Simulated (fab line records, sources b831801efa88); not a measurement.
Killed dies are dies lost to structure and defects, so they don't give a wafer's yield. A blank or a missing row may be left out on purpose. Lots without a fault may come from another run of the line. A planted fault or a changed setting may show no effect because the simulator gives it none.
Tool commonality check | flow gf180mcu | 13 lots, 39 wafers sampled

WHY IT WAS OPENED
At GF_CONTACT_THK_MEAS_03 the reading CONTACT_CVD_02_THK is flagged on 2 of 13 lots. Wafers without a fault read 858 nm, standard deviation 14.
Rule: a lot is flagged when every wafer of it that has a number lies more than 4 standard deviations from that mean, or none has a number. The other lots count as sound.

lot  | measured     | on            | CONTACT_CVD_02_THK (nm), wafer by wafer | flag
L176 | day 15 03:30 | film_metro-03 | 851 858 858                             |
L177 | day 15 07:24 | film_metro-04 | 856 853 851                             |
L178 | day 15 17:19 | film_metro-01 | 843 840 854                             |
L179 | day 16 02:47 | film_metro-04 | 852 848 862                             |
L180 | day 16 10:28 | film_metro-03 | 855 841 867                             |
L182 | day 17 04:01 | film_metro-01 | 837 879 848                             |
L185 | day 18 08:13 | film_metro-03 | 850 830 853                             |
L186 | day 19 02:10 | film_metro-03 | 843 850 854                             |
L191 | day 21 04:39 | film_metro-01 | 309 320 319                             | FLAGGED
L193 | day 21 09:41 | film_metro-04 | 328 328 341                             | FLAGGED
L194 | day 21 13:08 | film_metro-01 | 834 851 858                             |
L198 | day 23 00:47 | film_metro-01 | 842 849 863                             |
L199 | day 23 10:43 | film_metro-04 | 835 859 868                             |
The numbers of the flagged lots are 324 nm on average: -534 nm against the usual, or -38 standard deviations.

WHICH TOOL RAN EACH LOT
The record holds 2 process steps before the reading, out of a route of 602 steps. In each cell: the tool, then ch and the chambers that the sampled wafers went through, then the start.
lot  | flag    | GF_SAB_ETCH_11                     | GF_CONTACT_CVD_02
L176 |         | rie_diel-01 ch 0,1, day 15 02:28   | pecvd-01 ch 0,2, day 15 03:26
L177 |         | rie_diel-01 ch 0,1,3, day 15 06:21 | pecvd-01 ch 0,1,2, day 15 07:20
L178 |         | rie_diel-04 ch 1,3, day 15 16:15   | pecvd-04 ch 0,1,2, day 15 17:14
L179 |         | rie_diel-01 ch 0,2,3, day 16 01:44 | pecvd-04 ch 1,2, day 16 02:43
L180 |         | rie_diel-04 ch 1,3, day 16 09:24   | pecvd-02 ch 0,1, day 16 10:22
L182 |         | rie_diel-03 ch 0,2, day 17 02:58   | pecvd-02 ch 0,1, day 17 03:56
L185 |         | rie_diel-04 ch 0,3, day 18 07:10   | pecvd-02 ch 0,1, day 18 08:08
L186 |         | rie_diel-03 ch 0,3, day 19 01:06   | pecvd-02 ch 0,2, day 19 02:06
L191 | FLAGGED | rie_diel-01 ch 0,1,2, day 21 03:37 | pecvd-02 ch 0,1,2, day 21 04:35
L193 | FLAGGED | rie_diel-03 ch 0,1,2, day 21 08:39 | pecvd-02 ch 0,1, day 21 09:37
L194 |         | rie_diel-03 ch 0,2,3, day 21 12:03 | pecvd-04 ch 1,2, day 21 13:03
L198 |         | rie_diel-03 ch 2,3, day 22 23:44   | pecvd-04 ch 0,2, day 23 00:43
L199 |         | rie_diel-01 ch 0,3, day 23 09:39   | pecvd-04 ch 0,1,2, day 23 10:37
What these steps do:
- GF_SAB_ETCH_11: etches SiO2 in C4F8/O2/Ar, target depth 55 nm, time 8.5 s.
- GF_CONTACT_CVD_02: deposits SiO2 from TEOS, target thk 860 nm, time 95.992 s.
- GF_CONTACT_THK_MEAS_03

FLAGGED OVER TOTAL, TOOL BY TOOL (the gauges that took the reading come last)
step                   | tool          | lots run | flagged | share of the flagged lots | sound lots run after its first flagged lot
GF_SAB_ETCH_11         | rie_diel-01   | 5        | 1       | some                      | 1 (L199)
GF_SAB_ETCH_11         | rie_diel-03   | 5        | 1       | some                      | 2 (L194,L198)
GF_SAB_ETCH_11         | rie_diel-04   | 3        | 0       | none                      | -
GF_CONTACT_CVD_02      | pecvd-01      | 2        | 0       | none                      | -
GF_CONTACT_CVD_02      | pecvd-02      | 6        | 2       | all                       | 0
GF_CONTACT_CVD_02      | pecvd-04      | 5        | 0       | none                      | -
GF_CONTACT_THK_MEAS_03 | film_metro-01 | 5        | 1       | some                      | 2 (L194,L198)
GF_CONTACT_THK_MEAS_03 | film_metro-03 | 4        | 0       | none                      | -
GF_CONTACT_THK_MEAS_03 | film_metro-04 | 4        | 1       | some                      | 1 (L199)

WHAT THE TABLE ALLOWS
1 row of the table ran every flagged lot: pecvd-02 at GF_CONTACT_CVD_02.
- pecvd-02 at GF_CONTACT_CVD_02: 2 of its 6 lots flagged. Its last sound lot is L186 (day 19 02:06), its first flagged lot L191 (day 21 04:35): a fault that began between those two fits.
One tool is left: pecvd-02 at GF_CONTACT_CVD_02.

WHAT THE SIMULATOR HAD PUT IN
Process parameter drift: pecvd-02, from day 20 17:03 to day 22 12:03, at GF_CONTACT_CVD_02. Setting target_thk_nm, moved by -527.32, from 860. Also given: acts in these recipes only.
Lots struck among those shown: L191, L193. The rule above found the same.
